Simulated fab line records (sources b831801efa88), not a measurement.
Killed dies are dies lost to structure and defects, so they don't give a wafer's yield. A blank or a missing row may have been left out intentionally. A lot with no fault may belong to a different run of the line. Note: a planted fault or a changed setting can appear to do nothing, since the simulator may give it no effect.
One fault through the eyes of 2 desks -- flow sky130 -- only its own numbers are on each desk; what lay behind them is given at the end

AT THE METROLOGY DESK
What the gauges read, lot by lot, whatever tool the lot ran on: means of the sampled wafers that have a number. Marked OUT: a lot whose mean sits more than 4 standard deviations from the usual mean, which makes it out of limits; the brackets give that distance.
Columns: A = LI_CONTACT_W_RS at SKY_LI_CONTACT_RS_MEAS_22, usual 0.266 ohm/sq; B = CONTACT_CVD_00_THK at SKY_CONTACT_THK_MEAS_01, usual 74.8 nm
lot,first seen here,A,B
L524,day 29 13:20,0.268,74.4
L525,day 30 09:50,0.260,75.1
L527,day 30 12:13,0.267,75.1
L529,day 32 04:34,0.263,76.3
L531,day 32 06:47,0.262,75.0
L533,day 32 14:38,0.266,75.3
L536,day 34 10:05,0.262,75.1
L537,day 34 14:05,0.267,61.5 (-15) OUT
L541,day 34 21:13,0.263,75.9
L543,day 35 20:48,0.267,74.8
L544,day 35 23:01,0.267,75.1
This desk finds L537 out of limits, with the earliest case on L537 at day 35 17:50 (CONTACT_CVD_00_THK at SKY_CONTACT_THK_MEAS_01). In limits: L524, L525, L527, L529, L531, L533, L536, L541, L543, L544.

FOR THE TOOL OWNER'S DESK: pecvd-02
The tool's own readings at SKY_CONTACT_CVD_00 (deposits Si3N4, target thk 75 nm): means of the sampled wafers that have a number, for each lot that ran on this tool. Marked OUT: a lot whose mean sits more than 4 standard deviations from the usual mean, which makes it out of limits; the brackets give that distance.
Columns: A = heater power w at SKY_CONTACT_CVD_00, usual 741 W
lot,first seen here,A
L524,day 30 19:06,767
L527,day 31 18:05,767
L529,day 33 09:38,698
L533,day 33 19:16,740
L536,day 35 14:12,756
L537,day 35 17:47,789
Result from this desk: across the 6 lots, nothing is out of limits.

ALL TOGETHER
An alarm was possible from the metrology desk at day 35 17:50, on L537.
The tool owner's desk saw nothing out of limits.
The tool owner's desk has L537 on record, within its limits.
Of the lots named, all ran SKY_CONTACT_CVD_00 on pecvd-02.

WHAT THE SIMULATOR PUT IN
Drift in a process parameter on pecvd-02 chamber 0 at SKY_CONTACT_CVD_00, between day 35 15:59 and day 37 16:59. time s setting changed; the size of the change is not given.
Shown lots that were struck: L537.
Hours from the fault's start to each desk's first reading out of limits: the metrology desk, 2.
